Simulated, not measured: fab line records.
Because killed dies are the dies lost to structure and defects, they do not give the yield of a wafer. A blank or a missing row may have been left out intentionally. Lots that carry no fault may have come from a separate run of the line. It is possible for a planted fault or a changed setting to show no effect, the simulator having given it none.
Struck lot and sound lot, side by side ; flow gf180mcu ; 14 out of 602 route steps
Sound: the wafers L744.1, L744.5, L744.6. Wafers L753.2, L753.3, L753.5 were the ones struck. The cause comes at the end.
Per side, at each step with rows, come the tool, then ch with its chambers, and then its first start. Under that, the readings that differ: sound wafers ; struck wafers ; difference of the means ; sigmas: that difference in standard deviations of wafers without a fault.
alike: a reading whose means differ by less than 2 such deviations, as well as words and numbers matching on both sides. not compared: withheld readings; readings where some wafer has no value; bounds like >300 that might hide an equal value; numbers whose values overlap and for which the record gives no deviation.
A row with sigmas, a row that says differs or no value, or rows on one side alone: a step with any of these is where the two part. Non-overlapping numbers with no deviation appear without sigmas and do not part them. A reading missing from all wafers of one side parts the sides only when that side holds two or more wafers.

first, 4 steps without rows for these wafers: GF_V2_SOFTBAKE_10 (time 60 s); GF_V2_EXPOSE_11 (exposes mask Via2, target cd 260 nm); GF_V2_PEB_12 (peb time 90 s); GF_V2_DEVELOP_13 (develop time 60 s).
GF_V2_CD_MEAS_14 targets a cd of 260 nm.
  struck on cdSem-01, day 24 07:04; sound on cdSem-02, day 20 19:25
  alike: cdNm
GF_V2_OVL_MEAS_15:
  struck on overlay-01, day 24 07:11; sound on overlay-02, day 20 19:32
  alike: V2_OVL
GF_V2_ETCH_16: etches BARC in N2/H2.
  sound on rieDiel-02 ch 0,1,3, day 20 19:34; struck on rieDiel-02 ch 0,2, day 24 07:13
  alike: drypumpMotorCurrentA, oesProductAu, rfFwdPowerW, throttleValvePct
GF_V2_ETCH_17: etches SiO2 in C4F8/O2/Ar, stops on TiN, target depth 630 nm.
  sound: rieDiel-02 ch 0,1,3; struck: rieDiel-02 ch 0,2
  alike: oesProductAu, rfFwdPowerW
GF_V2_STRIP_18: strips in O2/N2.
  sound on plasmaAsher-02 ch 0,1, day 20 19:41; struck on plasmaAsher-03 ch 0,1, day 24 07:20
reading;sound;struck;difference;sigmas
drypumpMotorCurrentA (A);6.0 6.0 5.9;5.1 5.2 5.2;-0.8;-2
  alike: heaterPowerW, oesProductAu
  not compared: rfHoursCounterH
then, 2 steps without rows for these wafers: GF_V2_STRIP_19 (strips in post etch residue remover, time 1200 s); GF_V2_CLEAN_20 (cleans in DIW).
GF_V2_SPUTTER_21: material Ti, target thk 15 nm, time 80.02 s.
  struck on pvdSputter-03, day 24 07:53; sound on pvdSputter-04, day 20 20:16
reading;sound;struck;difference;sigmas
throttleValvePct (%);27.8 28.1 28.9;29.6 30.2 30.4;+1.8;+2
GF_V2_SPUTTER_22: material TiN, target thk 10 nm, time 40 s.
  struck on pvdSputter-03, day 24 07:56; sound on pvdSputter-04, day 20 20:19
reading;sound;struck;difference;sigmas
model.TiN_of_V2_SPUTTER_22.thkNm (nm);10.09 10.06 9.932;15.63 15.66 15.63;+5.61;
  alike: throttleValvePct
GF_V2_CVD_23: deposits W, target thk 350 nm, time 104.94 s.
  sound on cvdW-01 ch 0,1, day 20 20:22; struck on cvdW-02 ch 1, day 24 08:01
  alike: heaterPowerW

== WHERE THEY PART ==
First at GF_V2_STRIP_18; last, within this record, at GF_V2_SPUTTER_21. Later steps at which nothing parts them and some readings are alike: GF_V2_SPUTTER_22, GF_V2_CVD_23.

WHY: what had been put in by the simulator
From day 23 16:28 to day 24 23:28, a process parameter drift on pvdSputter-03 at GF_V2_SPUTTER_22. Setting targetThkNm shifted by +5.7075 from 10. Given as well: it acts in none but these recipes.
